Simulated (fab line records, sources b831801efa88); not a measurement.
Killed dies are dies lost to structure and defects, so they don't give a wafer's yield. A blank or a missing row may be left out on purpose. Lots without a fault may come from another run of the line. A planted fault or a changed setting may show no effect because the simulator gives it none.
Which tool did it? | flow gf180mcu | 14 lots, 42 wafers sampled, at 5 steps of a route of 602

WHAT THE GAUGES READ, wafer by wafer
GF_HV_LDD_TW_MEAS_50. Usual: HV_LDD_4_TW 569, standard deviation 4.
lot  | measured     | on            | HV_LDD_4_TW | flag
L288 | day 12 22:23 | film_metro-02 | 561 565 562 |
L289 | day 13 08:06 | film_metro-02 | 566 563 568 |
L290 | day 13 10:05 | film_metro-02 | 568 569 568 |
L291 | day 13 18:35 | film_metro-04 | 570 571 571 |
L293 | day 14 16:21 | film_metro-01 | 565 567 565 |
L294 | day 14 22:38 | film_metro-01 | 564 567 564 |
L296 | day 15 11:41 | film_metro-01 | 571 571 570 |
L295 | day 15 12:58 | film_metro-04 | 570 573 567 |
L297 | day 15 19:55 | film_metro-04 | 571 570 571 |
L298 | day 16 01:32 | film_metro-02 | 563 560 562 |
L299 | day 16 08:07 | film_metro-01 | 568 569 568 |
L306 | day 18 21:20 | film_metro-02 | 568 571 569 |
L308 | day 19 13:37 | film_metro-02 | 565 563 562 |
L310 | day 20 08:32 | film_metro-02 | 567 565 565 |

GF_HV_LDD_THK_MEAS_55. Usual: HV_LDD_CVD_54_THK 9.96 nm, standard deviation 0.15.
lot  | measured     | on            | HV_LDD_CVD_54_THK (nm) | flag
L288 | day 12 23:42 | film_metro-01 | 9.77 9.71 9.78         |
L289 | day 13 09:25 | film_metro-02 | 9.89 9.96 9.98         |
L290 | day 13 11:43 | film_metro-01 | 9.65 9.73 9.68         |
L291 | day 13 19:54 | film_metro-01 | 9.75 9.79 9.75         |
L293 | day 14 17:40 | film_metro-04 | 10.21 10.01 10.04      |
L294 | day 14 23:57 | film_metro-01 | 10.05 10.03 10.16      |
L296 | day 15 13:01 | film_metro-01 | 9.97 9.99 9.93         |
L295 | day 15 14:55 | film_metro-04 | 9.93 10.04 10.10       |
L297 | day 15 21:17 | film_metro-01 | 9.91 10.08 10.16       |
L298 | day 16 02:52 | film_metro-01 | 9.66 9.76 9.80         |
L299 | day 16 10:43 | film_metro-04 | 9.72 9.81 9.70         |
L306 | day 18 22:40 | film_metro-01 | 10.02 10.11 10.02      |
L308 | day 19 14:55 | film_metro-04 | 10.06 10.11 9.99       |
L310 | day 20 09:51 | film_metro-04 | 10.00 10.02 9.98       |

GF_PSD_CD_MEAS_07: target cd 400 nm. Usual: cd_nm 399.5 nm, standard deviation 2.3.
lot  | measured     | on        | cd_nm (nm)        | flag
L288 | day 14 20:01 | cd_sem-01 | 405.2 405.0 405.1 |
L289 | day 15 06:17 | cd_sem-01 | 399.0 398.3 399.7 |
L290 | day 15 07:49 | cd_sem-02 | 398.1 400.0 397.9 |
L291 | day 15 17:25 | cd_sem-02 | 400.6 400.6 399.8 |
L293 | day 16 16:52 | cd_sem-01 | 400.6 398.4 400.6 |
L294 | day 16 22:29 | cd_sem-01 | 400.3 400.2 398.8 |
L296 | day 17 12:27 | cd_sem-02 | 412.7 415.0 413.5 | OFF
L295 | day 17 13:35 | cd_sem-01 | 411.4 411.1 412.0 | OFF
L297 | day 17 21:15 | cd_sem-01 | 412.3 412.6 414.3 | OFF
L298 | day 18 03:18 | cd_sem-01 | 410.3 410.5 410.3 | OFF
L299 | day 18 10:58 | cd_sem-02 | 399.7 398.8 397.0 |
L306 | day 21 02:02 | cd_sem-01 | 398.6 395.3 396.2 |
L308 | day 21 18:05 | cd_sem-01 | 398.6 395.0 396.8 |
L310 | day 22 12:10 | cd_sem-02 | 399.8 403.1 401.4 |

GF_CONTACT_BOW_MEAS_05. Usual: CONTACT_BOW 65 um, standard deviation 6.6.
lot  | measured     | on            | CONTACT_BOW (um) | flag
L288 | day 15 20:26 | film_metro-04 | 65 60 69         |
L289 | day 16 07:00 | film_metro-01 | 69 64 59         |
L290 | day 16 08:21 | film_metro-04 | 62 69 61         |
L291 | day 16 18:40 | film_metro-04 | 74 69 66         |
L293 | day 17 19:13 | film_metro-02 | 62 69 76         |
L294 | day 18 01:11 | film_metro-02 | 71 62 71         |
L296 | day 18 14:35 | film_metro-02 | 73 65 65         |
L295 | day 18 16:08 | film_metro-02 | 69 61 73         |
L297 | day 18 23:55 | film_metro-02 | 64 49 48         |
L298 | day 19 06:21 | film_metro-01 | 66 65 59         |
L299 | day 19 13:36 | film_metro-01 | 78 68 67         |
L306 | day 22 04:05 | film_metro-02 | 62 77 59         |
L308 | day 22 20:52 | film_metro-04 | 54 69 78         |
L310 | day 23 13:42 | film_metro-01 | 60 69 67         |

WHICH TOOL RAN EACH LOT (tool, then ch and the chambers of the sampled wafers, then the start)
lot  | GF_PSD_EXPOSE_04
L288 | iline_stepper-01 ch 0, day 14 09:14
L289 | iline_stepper-02 ch 0, day 14 19:39
L290 | iline_stepper-01 ch 0, day 14 21:20
L291 | iline_stepper-02 ch 0, day 15 06:23
L293 | iline_stepper-01 ch 0, day 16 05:16
L294 | iline_stepper-01 ch 0, day 16 11:08
L296 | iline_stepper-01 ch 0, day 17 01:01
L295 | iline_stepper-01 ch 0, day 17 02:05
L297 | iline_stepper-01 ch 0, day 17 09:51
L298 | iline_stepper-01 ch 0, day 17 15:25
L299 | iline_stepper-02 ch 0, day 17 23:41
L306 | iline_stepper-02 ch 0, day 20 13:38
L308 | iline_stepper-02 ch 0, day 21 06:19
L310 | iline_stepper-02 ch 0, day 22 01:04
- GF_PSD_EXPOSE_04: exposes mask Pplus, target cd 400 nm.

WHAT THE TOOLS THEMSELVES READ (means of the sampled wafers that have a number; where no wafer has one, the mark that the record gives instead)
GF_PSD_EXPOSE_04. Usual: exposure_dose_mJ_cm2 139.15, standard deviation 0.17.
lot  | tool             | exposure_dose_mJ_cm2 | flag
L288 | iline_stepper-01 | 139.22               |
L289 | iline_stepper-02 | 139.33               |
L290 | iline_stepper-01 | 139.31               |
L291 | iline_stepper-02 | 139.23               |
L293 | iline_stepper-01 | 139.29               |
L294 | iline_stepper-01 | 139.39               |
L296 | iline_stepper-01 | 146.74               | OFF
L295 | iline_stepper-01 | 147.00               | OFF
L297 | iline_stepper-01 | 146.77               | OFF
L298 | iline_stepper-01 | 143.97               | OFF
L299 | iline_stepper-02 | 139.03               |
L306 | iline_stepper-02 | 138.99               |
L308 | iline_stepper-02 | 139.07               |
L310 | iline_stepper-02 | 139.07               |

THE ANSWER, worked out from the rows above alone
Rule: a lot is off if the mean of its wafers that have a number lies more than 3 standard deviations from the usual mean. A lot without any number at a reading at which 4 lots or more have one is off too. The other lots that the step has rows for count as sound. The gauges are gone through in route order, then the tools' own readings, and for those a lot's mean is taken as printed above. The first step at which some lot is off is used, and at that step the reading that is off furthest; a lot without a number counts as furthest.
Off: L296, L295, L297, L298, at GF_PSD_CD_MEAS_07 (cd_nm).
A tool fits if, at a process step before that reading, it ran every lot that is off, and no sound lot after the first of them. The gauges at GF_PSD_CD_MEAS_07 aren't tried: what is off there is off at GF_PSD_EXPOSE_04 too, on other tools, and a gauge's error can't cause that. One fits: iline_stepper-01 at GF_PSD_EXPOSE_04. Its last sound lot is L294 (day 16 11:08), its first lot that is off L296 (day 17 01:01): a fault that began between those two fits.
The tool's own readings at GF_PSD_EXPOSE_04 bear it out: on the lots that are off they differ by more than 5 times the standard deviation of the sound lots' means. exposure_dose_mJ_cm2 reads 146.12 there against 139.19 on the sound lots.

WHAT THE SIMULATOR HAD PUT IN
Process parameter drift: iline_stepper-01, from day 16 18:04 on, at GF_PSD_EXPOSE_04. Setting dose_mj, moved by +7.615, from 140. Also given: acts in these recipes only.
Lots struck among those shown: L296, L295, L297, L298. The rule above found the same.
